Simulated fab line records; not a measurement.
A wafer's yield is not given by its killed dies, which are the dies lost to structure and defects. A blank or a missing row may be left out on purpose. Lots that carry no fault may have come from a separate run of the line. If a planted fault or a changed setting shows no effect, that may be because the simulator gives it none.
Which of the tools did it? / flow gf180mcu / Sampling: 14 lots, 42 wafers, 3 of 602 route steps

WHAT THE GAUGES READ, wafer by wafer
GF_M3_CD_MEAS_14: the cd target is 280 nm.
lot=L518; measured=day 21 16:22; on=cd sem-02; cd nm (nm)=280.4 281.1 281.7
lot=L519; measured=day 22 02:19; on=cd sem-02; cd nm (nm)=279.1 279.6 281.1
lot=L521; measured=day 22 17:45; on=cd sem-02; cd nm (nm)=279.2 278.7 278.9
lot=L522; measured=day 23 06:27; on=cd sem-01; cd nm (nm)=279.6 278.1 279.9
lot=L523; measured=day 23 12:46; on=cd sem-01; cd nm (nm)=277.8 277.2 277.4
lot=L524; measured=day 23 19:19; on=cd sem-02; cd nm (nm)=278.8 279.4 280.2
lot=L526; measured=day 24 15:20; on=cd sem-02; cd nm (nm)=280.5 280.7 281.5
lot=L529; measured=day 25 13:00; on=cd sem-01; cd nm (nm)=277.5 278.8 278.5
lot=L528; measured=day 25 14:18; on=cd sem-01; cd nm (nm)=278.9 281.4 279.8
lot=L530; measured=day 25 23:45; on=cd sem-01; cd nm (nm)=281.7 280.9 280.4
lot=L531; measured=day 26 08:38; on=cd sem-01; cd nm (nm)=281.1 280.1 279.2
lot=L532; measured=day 26 21:10; on=cd sem-01; cd nm (nm)=279.8 279.3 279.5
lot=L534; measured=day 27 14:35; on=cd sem-02; cd nm (nm)=278.1 277.7 279.3
lot=L537; measured=day 28 02:46; on=cd sem-02; cd nm (nm)=280.4 282.3 280.7

GF_V3_THK_MEAS_03.
lot=L518; measured=day 21 17:23; on=film metro-01; V3_CVD_02_THK (nm)=853 855 860
lot=L519; measured=day 22 03:18; on=film metro-02; V3_CVD_02_THK (nm)=867 869 853
lot=L521; measured=day 22 18:48; on=film metro-01; V3_CVD_02_THK (nm)=842 855 858
lot=L522; measured=day 23 07:30; on=film metro-03; V3_CVD_02_THK (nm)=854 878 873
lot=L523; measured=day 23 13:47; on=film metro-01; V3_CVD_02_THK (nm)=858 873 873
lot=L524; measured=day 23 20:20; on=film metro-02; V3_CVD_02_THK (nm)=842 854 862
lot=L526; measured=day 24 16:20; on=film metro-03; V3_CVD_02_THK (nm)=840 843 862
lot=L529; measured=day 25 14:10; on=film metro-01; V3_CVD_02_THK (nm)=841 865 854
lot=L528; measured=day 25 15:21; on=film metro-01; V3_CVD_02_THK (nm)=846 832 853
lot=L530; measured=day 26 00:50; on=film metro-02; V3_CVD_02_THK (nm)=846 839 854
lot=L531; measured=day 26 09:42; on=film metro-01; V3_CVD_02_THK (nm)=832 857 853
lot=L532; measured=day 26 22:13; on=film metro-02; V3_CVD_02_THK (nm)=840 844 855
lot=L534; measured=day 27 15:39; on=film metro-01; V3_CVD_02_THK (nm)=841 841 853
lot=L537; measured=day 28 03:47; on=film metro-03; V3_CVD_02_THK (nm)=845 847 864

EACH LOT AND THE TOOL THAT RAN IT (in order: tool; ch and the chambers of the sampled wafers; start)
lot=L518; GF_M3_SPUTTER_00=pvd sputter-01, day 20 16:04
lot=L519; GF_M3_SPUTTER_00=pvd sputter-01, day 21 02:20
lot=L521; GF_M3_SPUTTER_00=pvd sputter-01, day 21 18:13
lot=L522; GF_M3_SPUTTER_00=pvd sputter-04, day 22 07:43
lot=L523; GF_M3_SPUTTER_00=pvd sputter-04, day 22 14:10
lot=L524; GF_M3_SPUTTER_00=pvd sputter-02, day 22 20:38
lot=L526; GF_M3_SPUTTER_00=pvd sputter-01, day 23 17:01
lot=L529; GF_M3_SPUTTER_00=pvd sputter-01, day 24 15:42
lot=L528; GF_M3_SPUTTER_00=pvd sputter-02, day 24 16:59
lot=L530; GF_M3_SPUTTER_00=pvd sputter-01, day 25 02:28
lot=L531; GF_M3_SPUTTER_00=pvd sputter-01, day 25 11:19
lot=L532; GF_M3_SPUTTER_00=pvd sputter-01, day 26 00:17
lot=L534; GF_M3_SPUTTER_00=pvd sputter-01, day 26 18:46
lot=L537; GF_M3_SPUTTER_00=pvd sputter-04, day 27 06:05
- GF_M3_SPUTTER_00: material Ti, target thk 37.5 nm, time 150 s.

AS READ BY THE TOOLS THEMSELVES (means over the sampled wafers that have a number; for cases with no such wafer, the mark the record gives instead)
GF_M3_SPUTTER_00.
lot=L518; tool=pvd sputter-01; throttle valve pct (%)=30.9
lot=L519; tool=pvd sputter-01; throttle valve pct (%)=30.5
lot=L521; tool=pvd sputter-01; throttle valve pct (%)=30.7
lot=L522; tool=pvd sputter-04; throttle valve pct (%)=30.2
lot=L523; tool=pvd sputter-04; throttle valve pct (%)=30.1
lot=L524; tool=pvd sputter-02; throttle valve pct (%)=30.2
lot=L526; tool=pvd sputter-01; throttle valve pct (%)=30.1
lot=L529; tool=pvd sputter-01; throttle valve pct (%)=30.5
lot=L528; tool=pvd sputter-02; throttle valve pct (%)=31.0
lot=L530; tool=pvd sputter-01; throttle valve pct (%)=30.5
lot=L531; tool=pvd sputter-01; throttle valve pct (%)=30.5
lot=L532; tool=pvd sputter-01; throttle valve pct (%)=30.2
lot=L534; tool=pvd sputter-01; throttle valve pct (%)=30.4
lot=L537; tool=pvd sputter-04; throttle valve pct (%)=29.4

THE ANSWER, worked out from the rows above alone
Rule: the usual values come from the lots themselves. Put in order of their means at a reading, lots are off if they are a third of the lots or fewer, leave a main group of 4 or more, and stand apart from it by a gap of 3 or more times the standard deviation of the main group's means; of several such gaps the widest counts. If all means in a main group match to the digits the tables above print for the reading, that group is not used. Also off: a lot with no number at a reading for which 4 or more lots have one. All remaining lots with rows at the step are treated as sound. After the gauges, taken in route order, come the tools' own readings; for these a lot's mean is taken, as printed above. The first step at which some lot is off is used, and at that step the reading that is off furthest; a lot without a number counts as furthest.
Nothing can be told from this: no lot is off at any reading shown.

WHAT THE SIMULATOR PUT IN
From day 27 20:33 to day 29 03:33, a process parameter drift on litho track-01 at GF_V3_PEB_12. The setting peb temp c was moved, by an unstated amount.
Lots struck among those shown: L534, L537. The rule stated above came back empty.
